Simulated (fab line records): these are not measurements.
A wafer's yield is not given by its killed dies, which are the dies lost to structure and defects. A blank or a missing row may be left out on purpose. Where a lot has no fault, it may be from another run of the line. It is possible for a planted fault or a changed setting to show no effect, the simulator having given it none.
The tool behind it: which one? || flow gf180mcu || 11 lots with 33 wafers sampled at 5 steps, on a route of 602 steps

## WHAT EACH GAUGE READ, for each wafer
GF_V3_BOW_MEAS_05.
{"lot": "L819", "measured": "day 21 20:22", "on": "film_metro-02", "V3_BOW (um)": "117 105 104"}
{"lot": "L820", "measured": "day 22 07:47", "on": "film_metro-04", "V3_BOW (um)": "120 121 122"}
{"lot": "L824", "measured": "day 23 09:35", "on": "film_metro-02", "V3_BOW (um)": "116 103 112"}
{"lot": "L825", "measured": "day 23 14:33", "on": "film_metro-02", "V3_BOW (um)": "98 113 106"}
{"lot": "L827", "measured": "day 24 17:23", "on": "film_metro-04", "V3_BOW (um)": "121 121 129"}
{"lot": "L828", "measured": "day 24 19:43", "on": "film_metro-01", "V3_BOW (um)": "128 123 127"}
{"lot": "L829", "measured": "day 24 22:32", "on": "film_metro-04", "V3_BOW (um)": "98 108 82"}
{"lot": "L831", "measured": "day 25 21:19", "on": "film_metro-02", "V3_BOW (um)": "116 126 122"}
{"lot": "L835", "measured": "day 27 04:05", "on": "film_metro-04", "V3_BOW (um)": "105 104 110"}
{"lot": "L837", "measured": "day 27 17:57", "on": "film_metro-02", "V3_BOW (um)": "99 112 115"}
{"lot": "L839", "measured": "day 28 21:32", "on": "film_metro-02", "V3_BOW (um)": "118 100 122"}

## TOOL THAT RAN EACH LOT (tool first, then ch and the chambers of the sampled wafers, then the start)
{"lot": "L819", "GF_V2_SPUTTER_21": "pvd_sputter-03, day 20 18:14", "GF_M3_SPUTTER_03": "pvd_sputter-01, day 20 19:05", "GF_M3_METAL_ETCH_16": "rie_metal-02 ch 0,1, day 21 18:45", "GF_M3_STRIP_17": "plasma_asher-03 ch 0,1, day 21 18:52"}
{"lot": "L820", "GF_V2_SPUTTER_21": "pvd_sputter-02, day 21 06:10", "GF_M3_SPUTTER_03": "pvd_sputter-04, day 21 07:02", "GF_M3_METAL_ETCH_16": "rie_metal-04 ch 0, day 22 06:29", "GF_M3_STRIP_17": "plasma_asher-04 ch 0,1, day 22 06:41"}
{"lot": "L824", "GF_V2_SPUTTER_21": "pvd_sputter-03, day 22 08:35", "GF_M3_SPUTTER_03": "pvd_sputter-04, day 22 09:26", "GF_M3_METAL_ETCH_16": "rie_metal-02 ch 0,1, day 23 08:20", "GF_M3_STRIP_17": "plasma_asher-02 ch 1, day 23 08:29"}
{"lot": "L825", "GF_V2_SPUTTER_21": "pvd_sputter-03, day 22 13:59", "GF_M3_SPUTTER_03": "pvd_sputter-01, day 22 14:50", "GF_M3_METAL_ETCH_16": "rie_metal-04 ch 0,1, day 23 13:20", "GF_M3_STRIP_17": "plasma_asher-03 ch 0,1, day 23 13:26"}
{"lot": "L827", "GF_V2_SPUTTER_21": "pvd_sputter-04, day 23 16:45", "GF_M3_SPUTTER_03": "pvd_sputter-01, day 23 17:38", "GF_M3_METAL_ETCH_16": "rie_metal-02 ch 0,1, day 24 16:09", "GF_M3_STRIP_17": "plasma_asher-02 ch 0,1, day 24 16:16"}
{"lot": "L828", "GF_V2_SPUTTER_21": "pvd_sputter-02, day 23 18:59", "GF_M3_SPUTTER_03": "pvd_sputter-04, day 23 19:50", "GF_M3_METAL_ETCH_16": "rie_metal-03 ch 0,1, day 24 18:19", "GF_M3_STRIP_17": "plasma_asher-04 ch 0,1, day 24 18:26"}
{"lot": "L829", "GF_V2_SPUTTER_21": "pvd_sputter-03, day 23 22:20", "GF_M3_SPUTTER_03": "pvd_sputter-02, day 23 23:11", "GF_M3_METAL_ETCH_16": "rie_metal-02 ch 0,1, day 24 21:17", "GF_M3_STRIP_17": "plasma_asher-03 ch 0,1, day 24 21:23"}
{"lot": "L831", "GF_V2_SPUTTER_21": "pvd_sputter-04, day 24 21:31", "GF_M3_SPUTTER_03": "pvd_sputter-02, day 24 22:22", "GF_M3_METAL_ETCH_16": "rie_metal-03 ch 0,1, day 25 20:05", "GF_M3_STRIP_17": "plasma_asher-03 ch 0, day 25 20:11"}
{"lot": "L835", "GF_V2_SPUTTER_21": "pvd_sputter-03, day 26 05:06", "GF_M3_SPUTTER_03": "pvd_sputter-04, day 26 05:57", "GF_M3_METAL_ETCH_16": "rie_metal-03 ch 0,1, day 27 02:53", "GF_M3_STRIP_17": "plasma_asher-04 ch 0,1, day 27 02:59"}
{"lot": "L837", "GF_V2_SPUTTER_21": "pvd_sputter-04, day 26 18:49", "GF_M3_SPUTTER_03": "pvd_sputter-02, day 26 19:40", "GF_M3_METAL_ETCH_16": "rie_metal-04 ch 0,1, day 27 16:41", "GF_M3_STRIP_17": "plasma_asher-04 ch 0,1, day 27 16:47"}
{"lot": "L839", "GF_V2_SPUTTER_21": "pvd_sputter-02, day 27 23:29", "GF_M3_SPUTTER_03": "pvd_sputter-01, day 28 00:20", "GF_M3_METAL_ETCH_16": "rie_metal-02 ch 0, day 28 20:15", "GF_M3_STRIP_17": "plasma_asher-03 ch 0,1, day 28 20:22"}
- GF_V2_SPUTTER_21: material Ti, target thk 15 nm, time 80.02 s.
- GF_M3_SPUTTER_03: material Ti, target thk 10 nm, time 6.7 s.
- GF_M3_METAL_ETCH_16: etches the open film in Cl2/BCl3, stops on SiO2, target depth 627.5 nm, time 104.6 s.
- GF_M3_STRIP_17: strips in O2/N2.

## AS READ BY THE TOOLS THEMSELVES (means over the sampled wafers that have a number; for cases with no such wafer, the mark the record gives instead)
GF_V2_SPUTTER_21.
{"lot": "L819", "tool": "pvd_sputter-03", "throttle_valve_pct (%)": 30.3}
{"lot": "L820", "tool": "pvd_sputter-02", "throttle_valve_pct (%)": 29.9}
{"lot": "L824", "tool": "pvd_sputter-03", "throttle_valve_pct (%)": 30.3}
{"lot": "L825", "tool": "pvd_sputter-03", "throttle_valve_pct (%)": 29.7}
{"lot": "L827", "tool": "pvd_sputter-04", "throttle_valve_pct (%)": 28.9}
{"lot": "L828", "tool": "pvd_sputter-02", "throttle_valve_pct (%)": 29.7}
{"lot": "L829", "tool": "pvd_sputter-03", "throttle_valve_pct (%)": 30.7}
{"lot": "L831", "tool": "pvd_sputter-04", "throttle_valve_pct (%)": 28.7}
{"lot": "L835", "tool": "pvd_sputter-03", "throttle_valve_pct (%)": 30.5}
{"lot": "L837", "tool": "pvd_sputter-04", "throttle_valve_pct (%)": 28.7}
{"lot": "L839", "tool": "pvd_sputter-02", "throttle_valve_pct (%)": 29.0}

GF_M3_SPUTTER_03.
{"lot": "L819", "tool": "pvd_sputter-01", "throttle_valve_pct (%)": 30.6}
{"lot": "L820", "tool": "pvd_sputter-04", "throttle_valve_pct (%)": 28.9}
{"lot": "L824", "tool": "pvd_sputter-04", "throttle_valve_pct (%)": 28.0}
{"lot": "L825", "tool": "pvd_sputter-01", "throttle_valve_pct (%)": 29.0}
{"lot": "L827", "tool": "pvd_sputter-01", "throttle_valve_pct (%)": 29.3}
{"lot": "L828", "tool": "pvd_sputter-04", "throttle_valve_pct (%)": 30.0}
{"lot": "L829", "tool": "pvd_sputter-02", "throttle_valve_pct (%)": 30.8}
{"lot": "L831", "tool": "pvd_sputter-02", "throttle_valve_pct (%)": 31.1}
{"lot": "L835", "tool": "pvd_sputter-04", "throttle_valve_pct (%)": 29.1}
{"lot": "L837", "tool": "pvd_sputter-02", "throttle_valve_pct (%)": 29.9}
{"lot": "L839", "tool": "pvd_sputter-01", "throttle_valve_pct (%)": 29.5}

GF_M3_METAL_ETCH_16.
{"lot": "L819", "tool": "rie_metal-02", "bias_w (W)": 140.6, "drypump_motor_current_A (A)": 6.0, "oes_product_au (a.u.)": 0.973, "throttle_valve_pct (%)": 28.253}
{"lot": "L820", "tool": "rie_metal-04", "bias_w (W)": 140.0, "drypump_motor_current_A (A)": 5.4, "oes_product_au (a.u.)": 0.968, "throttle_valve_pct (%)": 28.253}
{"lot": "L824", "tool": "rie_metal-02", "bias_w (W)": 140.0, "drypump_motor_current_A (A)": 6.0, "oes_product_au (a.u.)": 0.972, "throttle_valve_pct (%)": 28.255}
{"lot": "L825", "tool": "rie_metal-04", "bias_w (W)": 140.1, "drypump_motor_current_A (A)": 5.1, "oes_product_au (a.u.)": 0.976, "throttle_valve_pct (%)": 28.250}
{"lot": "L827", "tool": "rie_metal-02", "bias_w (W)": 151.9, "drypump_motor_current_A (A)": 5.9, "oes_product_au (a.u.)": 0.972, "throttle_valve_pct (%)": 28.241}
{"lot": "L828", "tool": "rie_metal-03", "bias_w (W)": 139.6, "drypump_motor_current_A (A)": 5.6, "oes_product_au (a.u.)": 0.973, "throttle_valve_pct (%)": 28.243}
{"lot": "L829", "tool": "rie_metal-02", "bias_w (W)": 152.2, "drypump_motor_current_A (A)": 5.9, "oes_product_au (a.u.)": 0.970, "throttle_valve_pct (%)": 28.248}
{"lot": "L831", "tool": "rie_metal-03", "bias_w (W)": 139.8, "drypump_motor_current_A (A)": 5.6, "oes_product_au (a.u.)": 0.978, "throttle_valve_pct (%)": 28.243}
{"lot": "L835", "tool": "rie_metal-03", "bias_w (W)": 139.7, "drypump_motor_current_A (A)": 5.6, "oes_product_au (a.u.)": 0.972, "throttle_valve_pct (%)": 28.253}
{"lot": "L837", "tool": "rie_metal-04", "bias_w (W)": 139.8, "drypump_motor_current_A (A)": 5.1, "oes_product_au (a.u.)": 0.976, "throttle_valve_pct (%)": 28.256}
{"lot": "L839", "tool": "rie_metal-02", "bias_w (W)": 140.5, "drypump_motor_current_A (A)": 6.2, "oes_product_au (a.u.)": 0.969, "throttle_valve_pct (%)": 28.267}

GF_M3_STRIP_17.
{"lot": "L819", "tool": "plasma_asher-03", "drypump_motor_current_A (A)": 5.9, "heater_power_w (W)": 331, "oes_product_au (a.u.)": 0.566, "strip_time_to_endpoint_s (s)": 7.93}
{"lot": "L820", "tool": "plasma_asher-04", "drypump_motor_current_A (A)": 5.4, "heater_power_w (W)": 310, "oes_product_au (a.u.)": 0.549, "strip_time_to_endpoint_s (s)": 7.84}
{"lot": "L824", "tool": "plasma_asher-02", "drypump_motor_current_A (A)": 4.9, "heater_power_w (W)": 342, "oes_product_au (a.u.)": 0.557, "strip_time_to_endpoint_s (s)": 7.85}
{"lot": "L825", "tool": "plasma_asher-03", "drypump_motor_current_A (A)": 6.1, "heater_power_w (W)": 339, "oes_product_au (a.u.)": 0.556, "strip_time_to_endpoint_s (s)": 7.89}
{"lot": "L827", "tool": "plasma_asher-02", "drypump_motor_current_A (A)": 5.6, "heater_power_w (W)": 432, "oes_product_au (a.u.)": 0.555, "strip_time_to_endpoint_s (s)": 7.80}
{"lot": "L828", "tool": "plasma_asher-04", "drypump_motor_current_A (A)": 5.4, "heater_power_w (W)": 315, "oes_product_au (a.u.)": 0.558, "strip_time_to_endpoint_s (s)": 7.89}
{"lot": "L829", "tool": "plasma_asher-03", "drypump_motor_current_A (A)": 6.0, "heater_power_w (W)": 330, "oes_product_au (a.u.)": 0.551, "strip_time_to_endpoint_s (s)": 7.78}
{"lot": "L831", "tool": "plasma_asher-03", "drypump_motor_current_A (A)": 6.3, "heater_power_w (W)": 357, "oes_product_au (a.u.)": 0.561, "strip_time_to_endpoint_s (s)": 7.87}
{"lot": "L835", "tool": "plasma_asher-04", "drypump_motor_current_A (A)": 5.1, "heater_power_w (W)": 353, "oes_product_au (a.u.)": 0.565, "strip_time_to_endpoint_s (s)": 7.86}
{"lot": "L837", "tool": "plasma_asher-04", "drypump_motor_current_A (A)": 5.4, "heater_power_w (W)": 314, "oes_product_au (a.u.)": 0.559, "strip_time_to_endpoint_s (s)": 7.87}
{"lot": "L839", "tool": "plasma_asher-03", "drypump_motor_current_A (A)": 5.9, "heater_power_w (W)": 332, "oes_product_au (a.u.)": 0.557, "strip_time_to_endpoint_s (s)": 7.84}

## THE ANSWER, worked out from the rows above alone
Rule: the lots themselves supply what counts as usual. The widest of any qualifying gaps counts: lots, ordered by their means at a reading, are off when they make up no more than a third of the lots, leave a main group of 4 or more, and stand apart from it by 3 or more times the standard deviation of that group's means. The tables above print the reading to a certain number of digits; a main group whose means all agree to those digits is not used. A lot without any number at a reading at which 4 lots or more have one is off too. Any other lot the step has rows for is counted as sound. Order of review: gauges by route order, followed by the tools' own readings, for which a lot's mean as printed above is used. The first step at which some lot is off is used, and at that step the reading that is off furthest; a lot without a number counts as furthest.
Off: L827, L829, at GF_M3_METAL_ETCH_16 (bias_w). Mean 140.0 W and standard deviation 0.32 in the main group.
If a tool, at that step or one of the process steps before it, ran each lot that is off and ran no sound lot following the first of them, it fits. Of those tried, none fits.

## WHAT THE SIMULATOR PUT IN
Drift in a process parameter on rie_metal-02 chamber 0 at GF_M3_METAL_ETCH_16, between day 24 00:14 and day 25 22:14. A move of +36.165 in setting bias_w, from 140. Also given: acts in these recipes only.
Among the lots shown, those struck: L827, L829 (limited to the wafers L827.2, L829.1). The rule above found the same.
